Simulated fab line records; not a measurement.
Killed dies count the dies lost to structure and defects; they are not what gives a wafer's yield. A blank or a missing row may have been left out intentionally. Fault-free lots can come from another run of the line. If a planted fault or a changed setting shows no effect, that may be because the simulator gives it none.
Which tool was responsible? | flow gf180mcu | 13 lots with 36 wafers sampled at 5 steps, on a route of 602 steps

WHAT THE GAUGES READ, wafer by wafer
GF_NSD_CD_MEAS_07: target cd 400 nm.
lot  | measured     | on        | cd nm (nm)
L882 | day 13 09:05 | cd sem-02 | 397.8 398.5 398.2
L884 | day 14 02:19 | cd sem-02 | 403.0 401.7 402.5
L885 | day 14 12:49 | cd sem-02 | 396.9 398.7 399.3
L887 | day 15 01:38 | cd sem-01 | 398.9 397.6 397.8
L891 | day 16 17:32 | cd sem-02 | 396.1 398.6 398.6
L893 | day 17 08:33 | cd sem-01 | 395.3 397.9
L894 | day 17 11:50 | cd sem-02 | 399.9 398.4
L895 | day 17 21:15 | cd sem-01 | 399.6 399.3
L898 | day 18 22:22 | cd sem-01 | 397.3 397.1 397.2
L901 | day 20 03:48 | cd sem-02 | 399.0 398.4 398.8
L902 | day 20 10:15 | cd sem-02 | 399.0 400.8 399.6
L903 | day 21 02:58 | cd sem-02 | 401.7 400.0 401.1
L905 | day 21 10:35 | cd sem-02 | 397.9 400.1 403.5

GF_PSD_RS_MEAS_14: measurement is done with a four-point probe.
lot  | measured     | on            | NSD_RS (ohm/sq)
L882 | day 14 06:04 | film metro-04 | 46.04 46.06 46.12
L884 | day 15 00:17 | film metro-04 | 46.13 46.22 46.16
L885 | day 15 11:42 | film metro-02 | 46.33 46.18 46.24
L887 | day 16 00:19 | film metro-04 | 46.19 46.15 46.15
L891 | day 17 17:14 | film metro-04 | 46.03 46.00 46.05
L893 | day 18 08:42 | film metro-02 | 47.05 46.25 47.11 46.31
L894 | day 18 12:04 | film metro-04 | 46.09 46.82 46.09 46.78
L895 | day 18 21:59 | film metro-02 | 47.04 46.91 46.90 46.97
L898 | day 19 23:04 | film metro-03 | 46.25 46.24 46.05
L901 | day 21 04:59 | film metro-04 | 46.18 46.13 46.15
L902 | day 21 10:55 | film metro-03 | 46.10 46.20 45.95
L903 | day 22 03:11 | film metro-04 | 46.18 46.15 46.11
L905 | day 22 11:08 | film metro-04 | 46.04 46.07 46.06

GF_SALICIDE_THK_MEAS_05: measures by xrf.
lot  | measured     | on            | SALICIDE_TIN_THK (nm)
L882 | day 15 04:50 | film metro-02 | 19.91 20.10 20.06
L884 | day 15 22:59 | film metro-03 | 20.22 20.05 19.76
L885 | day 16 09:52 | film metro-02 | 19.80 19.77 19.83
L887 | day 16 23:23 | film metro-01 | 20.13 20.10 20.08
L891 | day 18 17:46 | film metro-03 | 19.64 19.91 19.99
L893 | day 19 09:48 | film metro-02 | 19.97 19.83
L894 | day 19 12:50 | film metro-01 | 19.75 19.43
L895 | day 19 22:37 | film metro-01 | 20.01 20.28
L898 | day 20 23:49 | film metro-02 | 20.30 20.10 20.09
L901 | day 22 05:22 | film metro-02 | 20.06 19.88 19.90
L902 | day 22 11:25 | film metro-02 | 20.38 20.15 19.98
L903 | day 23 03:01 | film metro-01 | 20.05 19.92 19.86
L905 | day 23 10:33 | film metro-02 | 19.77 19.79 19.87

WHAT TOOL EACH LOT RAN ON (gives the tool, then ch and the chambers of the sampled wafers, and finally the start)
lot  | GF_HV_LDD_STRIP_49                   | GF_NSD_IMPLANT_10
L882 | plasma asher-03 ch 0,1, day 12 10:25 | implanter-01 ch 0, day 13 09:23
L884 | plasma asher-04 ch 1, day 13 03:02   | implanter-01 ch 0, day 14 02:37
L885 | plasma asher-03 ch 0,1, day 13 13:35 | implanter-03 ch 0, day 14 13:07
L887 | plasma asher-02 ch 0,1, day 14 01:37 | implanter-03 ch 0, day 15 01:56
L891 | plasma asher-02 ch 0,1, day 15 15:44 | implanter-01 ch 0, day 16 17:50
L893 | plasma asher-04 ch 1, day 16 05:40   | implanter-01 ch 0, day 17 08:52
L894 | plasma asher-04 ch 0,1, day 16 07:35 | implanter-01 ch 0, day 17 12:08
L895 | plasma asher-02 ch 0,1, day 16 19:07 | implanter-01 ch 0, day 17 21:34
L898 | plasma asher-02 ch 0,1, day 17 19:47 | implanter-04 ch 0, day 18 22:40
L901 | plasma asher-02 ch 0,1, day 18 23:47 | implanter-03 ch 0, day 20 04:07
L902 | plasma asher-02 ch 0,1, day 19 07:45 | implanter-04 ch 0, day 20 10:34
L903 | plasma asher-03 ch 0,1, day 20 00:34 | implanter-01 ch 0, day 21 03:16
L905 | plasma asher-02 ch 0,1, day 20 07:41 | implanter-01 ch 0, day 21 10:53
- GF_HV_LDD_STRIP_49: strips in O2/N2.
- GF_NSD_IMPLANT_10

WHAT THE TOOLS THEMSELVES READ (means of the sampled wafers that have a number; where no wafer has one, the mark that the record gives instead)
GF_HV_LDD_STRIP_49.
lot  | tool            | chamber pressure mTorr (mTorr) | drypump motor current A (A) | heater power w (W) | o2 flow sccm (sccm) | oes product au (a.u.) | platen temp c (C) | strip time to endpoint s (s)
L882 | plasma asher-03 | 1499.7                         | 5.77                        | 337                | 3000                | 0.719                 | 250.00            | 12.66
L884 | plasma asher-04 | 1499.5                         | 5.50                        | 361                | 3004                | 0.713                 | 249.89            | 12.69
L885 | plasma asher-03 | 1500.2                         | 5.71                        | 327                | 3006                | 0.711                 | 250.05            | 12.65
L887 | plasma asher-02 | 1500.2                         | 5.91                        | 336                | 3003                | 0.717                 | 249.85            | 12.64
L891 | plasma asher-02 | 1500.9                         | 6.01                        | 349                | 3003                | 0.712                 | 249.90            | 12.62
L893 | plasma asher-04 | 1499.5                         | 5.48                        | 366                | 3005                | 0.718                 | 250.11            | 12.66
L894 | plasma asher-04 | 1500.5                         | 5.73                        | 362                | 3008                | 0.719                 | 249.97            | 12.62
L895 | plasma asher-02 | 1500.0                         | 5.94                        | 346                | 3002                | 0.717                 | 249.72            | 12.68
L898 | plasma asher-02 | 1500.3                         | 6.00                        | 355                | 2998                | 0.714                 | 249.95            | 12.66
L901 | plasma asher-02 | 1500.0                         | 5.91                        | 338                | 2998                | 0.718                 | 249.84            | 12.64
L902 | plasma asher-02 | 1501.0                         | 5.91                        | 338                | 2996                | 0.714                 | 249.99            | 12.65
L903 | plasma asher-03 | 1500.7                         | 5.69                        | 331                | 3003                | 0.712                 | 249.71            | 12.63
L905 | plasma asher-02 | 1500.1                         | 5.90                        | 343                | 3003                | 0.720                 | 249.80            | 12.60

GF_NSD_IMPLANT_10.
lot  | tool         | faraday current uA
L882 | implanter-01 | 2820
L884 | implanter-01 | 2798
L885 | implanter-03 | 2837
L887 | implanter-03 | 2793
L891 | implanter-01 | 2783
L893 | implanter-01 | 2760
L894 | implanter-01 | 2796
L895 | implanter-01 | 2712
L898 | implanter-04 | 2771
L901 | implanter-03 | 2771
L902 | implanter-04 | 2805
L903 | implanter-01 | 2781
L905 | implanter-01 | 2742

THE ANSWER, worked out from the rows above alone
Rule: what is usual is taken from the lots themselves. Put in order of their means at a reading, lots are off if they are a third of the lots or fewer, leave a main group of 4 or more, and stand apart from it by a gap of 3 or more times the standard deviation of the main group's means; of several such gaps the widest counts. A main group whose means are all the same, to the digits that the tables above print for the reading, isn't used. A lot without any number at a reading at which 4 lots or more have one is off too. Where the step has rows for the other lots, those lots are counted as sound. After the gauges, taken in route order, come the tools' own readings; for these a lot's mean is taken, as printed above. At the first step where some lot is off, the reading lying furthest off is the one used; lots without a number count as furthest.
Off: L893, L894, L895, at GF_PSD_RS_MEAS_14 (NSD_RS). For the main group the mean is 46.13 ohm/sq and the standard deviation 0.065.
If a tool, at a process step before that reading, ran all the lots that are off and no sound lot after the first of them, it fits. Gauges at GF_PSD_RS_MEAS_14: tried the same way as those tools. Not one of the candidates tried fits.

WHAT THE SIMULATOR PUT IN
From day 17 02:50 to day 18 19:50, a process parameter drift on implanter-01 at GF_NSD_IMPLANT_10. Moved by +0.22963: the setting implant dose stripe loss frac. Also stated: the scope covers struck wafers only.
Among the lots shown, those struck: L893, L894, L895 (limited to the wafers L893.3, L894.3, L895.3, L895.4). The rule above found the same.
